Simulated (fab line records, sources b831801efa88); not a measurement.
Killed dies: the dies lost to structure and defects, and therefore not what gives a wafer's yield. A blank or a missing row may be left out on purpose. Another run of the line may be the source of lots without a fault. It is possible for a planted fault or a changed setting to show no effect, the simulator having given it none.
Which tool is to blame?    flow sky130    36 wafers sampled from 12 lots at 1 step of a route of 708

## WHAT THE GAUGES SHOWED, per wafer
SKY_VT_ADJUST_HVTP_TW_MEAS_11.
lot   measured      on             VT_ADJUST_HVTP_TW
L075  day 6 12:44   film metro-03  1348 1356 1352
L077  day 7 02:00   film metro-01  1353 1355 1359
L079  day 7 11:25   film metro-03  1354 1340 1346
L081  day 7 21:38   film metro-01  1362 1369 1364
L083  day 8 13:36   film metro-01  1361 1362 1363
L085  day 9 01:29   film metro-01  1355 1356 1363
L087  day 9 17:46   film metro-01  1358 1357 1359
L089  day 10 06:02  film metro-03  1349 1344 1345
L091  day 10 14:08  film metro-01  1368 1365 1362
L093  day 11 06:35  film metro-03  1346 1345 1349
L095  day 12 00:38  film metro-03  1350 1358 1346
L097  day 12 11:31  film metro-01  1358 1352 1358

## WHICH TOOL RAN EACH LOT (tool, then ch and the chambers of the sampled wafers, then the start)
The record holds no process step before these readings.

## THE ANSWER, worked out from the rows above alone
Rule: the usual values come from the lots themselves. Put in order of their means at a reading, lots are off if they are a third of the lots or fewer, leave a main group of 4 or more, and stand apart from it by a gap of 3 or more times the standard deviation of the main group's means; of several such gaps the widest counts. A main group whose means are all the same, to the digits that the tables above print for the reading, isn't used. Also off: a lot with no number at a reading for which 4 or more lots have one. Any other lot the step has rows for is counted as sound.
Nothing can be told from this: no lot is off at any reading shown.

## WHAT THE SIMULATOR HAD PUT IN
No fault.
